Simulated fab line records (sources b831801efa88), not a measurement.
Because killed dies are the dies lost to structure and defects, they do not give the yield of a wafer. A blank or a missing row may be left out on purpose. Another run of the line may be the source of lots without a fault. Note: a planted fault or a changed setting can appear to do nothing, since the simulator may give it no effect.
What tool caused it? || flow gf180mcu || at 1 step of a route of 602, 11 lots with 33 wafers sampled

== WHAT EACH GAUGE READ, for each wafer ==
GF_V1_THK_MEAS_01.
{"lot": "L963", "measured": "day 17 04:45", "on": "filmMetro-03", "V1_CVD_00_THK (nm)": "595 593 594"}
{"lot": "L964", "measured": "day 17 18:31", "on": "filmMetro-03", "V1_CVD_00_THK (nm)": "593 596 597"}
{"lot": "L966", "measured": "day 18 11:37", "on": "filmMetro-04", "V1_CVD_00_THK (nm)": "597 593 604"}
{"lot": "L968", "measured": "day 19 01:23", "on": "filmMetro-02", "V1_CVD_00_THK (nm)": "595 600 593"}
{"lot": "L969", "measured": "day 19 16:53", "on": "filmMetro-03", "V1_CVD_00_THK (nm)": "593 599 590"}
{"lot": "L970", "measured": "day 19 21:35", "on": "filmMetro-04", "V1_CVD_00_THK (nm)": "597 600 600"}
{"lot": "L979", "measured": "day 23 04:25", "on": "filmMetro-02", "V1_CVD_00_THK (nm)": "590 590 594"}
{"lot": "L982", "measured": "day 24 02:27", "on": "filmMetro-03", "V1_CVD_00_THK (nm)": "608 605 601"}
{"lot": "L983", "measured": "day 24 10:31", "on": "filmMetro-04", "V1_CVD_00_THK (nm)": "597 596 591"}
{"lot": "L984", "measured": "day 24 12:15", "on": "filmMetro-03", "V1_CVD_00_THK (nm)": "602 590 599"}
{"lot": "L985", "measured": "day 24 18:41", "on": "filmMetro-04", "V1_CVD_00_THK (nm)": "595 585 591"}

== WHICH TOOL RAN EACH LOT (tool, then ch and the chambers of the sampled wafers, then the start) ==
There is no process step in the record ahead of these readings.

== THE ANSWER, worked out from the rows above alone ==
Rule: what is usual is taken from the lots themselves. Put in order of their means at a reading, lots are off if they are a third of the lots or fewer, leave a main group of 4 or more, and stand apart from it by a gap of 3 or more times the standard deviation of the main group's means; of several such gaps the widest counts. The tables above print the reading to a certain number of digits; a main group whose means all agree to those digits is not used. A lot without any number at a reading at which 4 lots or more have one is off too. Where the step has rows for the other lots, those lots are counted as sound.
Across all readings shown, no lot is off: no conclusion can be drawn from this.

== WHAT THE SIMULATOR PUT IN ==
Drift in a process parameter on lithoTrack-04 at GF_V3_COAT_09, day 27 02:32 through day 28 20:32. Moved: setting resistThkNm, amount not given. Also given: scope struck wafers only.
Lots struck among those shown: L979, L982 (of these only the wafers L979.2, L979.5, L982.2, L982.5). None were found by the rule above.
